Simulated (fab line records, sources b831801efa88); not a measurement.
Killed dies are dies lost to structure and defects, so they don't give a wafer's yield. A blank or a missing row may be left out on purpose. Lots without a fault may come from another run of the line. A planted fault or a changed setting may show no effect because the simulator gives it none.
A struck lot beside a sound one | flow sfq_line | 32 steps out of a route of 325
Sound: wafers L440.2, L440.4, L440.6. Struck: wafers L444.3, L444.5, L444.6. The cause comes at the end.
At each step with rows: each side's tool, then ch and its chambers, then its first start. Under that, the readings that differ: sound wafers | struck wafers | difference of the means | sigmas: that difference in standard deviations of wafers without a fault.
alike: readings whose means differ by less than 2 such deviations, and words and numbers that are the same on both sides. not compared: withheld readings, readings that some wafer has no value for, bounds like >300 that may hide the same value, and numbers for which the record gives no deviation and whose values overlap.
The two part at a step that has a row with sigmas, a row that says differs or no value, or rows on one side only. Numbers that don't overlap but have no deviation are shown without sigmas and don't part them. A reading that every wafer of one side lacks parts them only if that side has two wafers or more.

SFQ_INCOMING_BOW_MEAS_900:
  sound on film_metro-01, day 4 18:01; struck on film_metro-02, day 5 14:02
  alike: INCOMING_BOW
then, 1 step without rows for these wafers: SFQ_TRILAYER_INCOMING_OXIDATION_002 (target thk 500 nm, ox time 4939 s).
SFQ_TRILAYER_L0_DEP_SPUTTER_003: material MoNx KI, target thk 40 nm, time 100 s.
  sound on pvd_sputter-03, day 4 20:29; struck on pvd_sputter-03, day 5 16:29
  reading                                                  | sound                | struck               | difference | sigmas
  cathode_dc_power_W (W)                                   | 800.44 799.98 800.10 | 845.54 845.66 845.92 | +45.53     | +99 or more
  model.MoNx_KI_of_TRILAYER_L0_DEP_SPUTTER_003.thk_nm (nm) | 40.49 40.36 40.54    | 41.76 41.76 41.67    | +1.27      |
  alike: throttle_valve_pct
SFQ_L0_RS_MEAS_901: measures by four-point-probe.
  sound on film_metro-04, day 4 20:35; struck on film_metro-03, day 5 16:36
  reading                | sound          | struck         | difference | sigmas
  L0_MONX_KI_RS (ohm/sq) | 43.0 43.1 43.0 | 41.6 41.8 41.8 | -1.3       | -2
SFQ_L0_THK_MEAS_902: measures by xrf.
  sound on film_metro-04, day 4 20:41; struck on film_metro-03, day 5 16:42
  reading             | sound          | struck         | difference | sigmas
  L0_MONX_KI_THK (nm) | 40.5 40.1 40.2 | 41.3 41.7 41.6 | +1.3       | +3
then, 6 steps without rows for these wafers: SFQ_TRILAYER_L0_LITHO_COAT_010 (resist thk 62 nm); SFQ_TRILAYER_L0_LITHO_COAT_005 (resist thk 600 nm); SFQ_TRILAYER_L0_LITHO_SOFTBAKE_009; SFQ_TRILAYER_L0_LITHO_EXPOSE_006 (exposes mask L0, target cd 2000 nm); SFQ_TRILAYER_L0_LITHO_PEB_008 (peb time 60 s); SFQ_TRILAYER_L0_LITHO_DEVELOP_007 (time 60 s).
-- the record jumps here: 3 days lie between the struck wafers' starts before and after --
SFQ_TRILAYER_L0_BARC_OPEN_METAL_ETCH_010: etches BARC in O2, target depth 125 nm, time 41.7 s.
  sound on rie_metal-02 ch 0,1, day 8 01:35; struck on rie_metal-02 ch 0,1, day 9 02:49
  alike: drypump_motor_current_A, oes_product_au
  not compared: rf_hours_counter_h
SFQ_TRILAYER_L0_ETCH_METAL_ETCH_008: etches MoNx KI in SF6/O2, stops on SiO2, target depth 50 nm, time 25 s.
  sound on rie_metal-02 ch 0,1, day 8 01:38; struck on rie_metal-02 ch 0,1, day 9 02:53
  reading               | sound             | struck            | difference | sigmas
  oes_product_au (a.u.) | 0.872 0.882 0.875 | 0.893 0.895 0.895 | +0.018     | +2
  alike: drypump_motor_current_A
  not compared: rf_hours_counter_h
then, 9 steps without rows for these wafers: SFQ_TRILAYER_L0_STRIP_STRIP_009 (strips in O2); SFQ_TRILAYER_L0_STRIP_SOLV_CLEAN_010 (cleans in NMP, time 600 s); SFQ_TRILAYER_L0_CAP_PECVD_011 (deposits SiO2 from SiH4/N2O, time 13.333 s, target thk 60 nm); SFQ_TRILAYER_L0_VIA_LITHO_COAT_018 (resist thk 62 nm); SFQ_TRILAYER_L0_VIA_LITHO_COAT_013 (resist thk 650 nm); SFQ_TRILAYER_L0_VIA_LITHO_SOFTBAKE_017; SFQ_TRILAYER_L0_VIA_LITHO_EXPOSE_014 (exposes mask L0V, target cd 700 nm); SFQ_TRILAYER_L0_VIA_LITHO_PEB_016 (peb time 60 s); SFQ_TRILAYER_L0_VIA_LITHO_DEVELOP_015 (time 60 s).
-- the record jumps here: 3 days lie between the struck wafers' starts before and after --
SFQ_L0V_OVL_MEAS_903:
  sound on overlay-02, day 11 14:55; struck on overlay-01, day 12 12:31
  reading      | sound | struck   | difference | sigmas
  L0V_OVL (nm) | 7 4 3 | -2 -5 -5 | -9         | -2
SFQ_TRILAYER_L0_VIA_BARC_OPEN_VIA_ETCH_021: etches BARC in O2, target depth 125 nm, time 41.7 s.
  sound on rie_diel-02 ch 0,1,2, day 11 14:56; struck on rie_diel-04 ch 0,1, day 12 12:32
  alike: drypump_motor_current_A, oes_product_au
  not compared: rf_hours_counter_h
SFQ_TRILAYER_L0_VIA_ETCH_VIA_ETCH_016: etches SiO2 in CHF3, stops on MoNx KI, target depth 80 nm.
  sound on rie_diel-02 ch 0,1,2, day 11 14:59; struck on rie_diel-04 ch 0,1, day 12 12:35
  alike: drypump_motor_current_A, oes_product_au
SFQ_TRILAYER_L0_VIA_STRIP_STRIP_017: strips in O2.
  sound on rie_metal-01 ch 0,1, day 11 15:02; struck on rie_metal-01 ch 0,1, day 12 12:50
  alike: drypump_motor_current_A, oes_product_au
  not compared: rf_hours_counter_h
then, 2 steps without rows for these wafers: SFQ_TRILAYER_L0_VIA_STRIP_SOLV_CLEAN_018 (cleans in NMP, time 600 s); SFQ_TRILAYER_M0_DEP_PRE_CLEAN_020 (time 15 s).
SFQ_TRILAYER_M0_DEP_SPUTTER_019: material Nb, target thk 200 nm, time 133.3 s.
  sound on pvd_sputter-03, day 11 15:50; struck on pvd_sputter-04, day 12 13:26
  alike: cathode_dc_power_W, throttle_valve_pct
SFQ_M0_RS_MEAS_904: measures by four-point-probe.
  sound on film_metro-02, day 11 15:56; struck on film_metro-01, day 12 13:34
  alike: M0_NB_RS
then, 1 step without rows for these wafers: SFQ_TRILAYER_M0_LITHO_COAT_026 (resist thk 62 nm).
-- the record jumps here: 68 days lie between the struck wafers' starts before and after --
SFQ_M8_BOW_MEAS_951:
  sound on film_metro-03, day 79 19:30; struck on film_metro-04, day 80 02:43
  reading                  | sound             | struck            | difference | sigmas
  model.etest.l0.ohm_sq    | 43.02 43.15 42.96 | 41.71 41.71 41.8  | -1.30      |
  model.etest.l0v.link_ohm | 43.95 44.09 43.88 | 42.62 42.61 42.7  | -1.33      |
  model.etest.l0.ohm_um    | 21.51 21.57 21.5  | 20.87 20.86 20.92 | -0.64      |
  alike: M8_BOW

WHERE THEY PART
First at SFQ_TRILAYER_L0_DEP_SPUTTER_003; last, within this record, at SFQ_L0V_OVL_MEAS_903. Later steps at which nothing parts them and some readings are alike: SFQ_TRILAYER_L0_VIA_BARC_OPEN_VIA_ETCH_021, SFQ_TRILAYER_L0_VIA_ETCH_VIA_ETCH_016, SFQ_TRILAYER_L0_VIA_STRIP_STRIP_017, SFQ_TRILAYER_M0_DEP_SPUTTER_019, SFQ_M0_RS_MEAS_904, SFQ_M8_BOW_MEAS_951.

WHY: what the simulator had put in
Process parameter drift: pvd_sputter-03, from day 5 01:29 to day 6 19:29, at SFQ_TRILAYER_L0_DEP_SPUTTER_003. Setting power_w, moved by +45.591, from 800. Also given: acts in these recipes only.
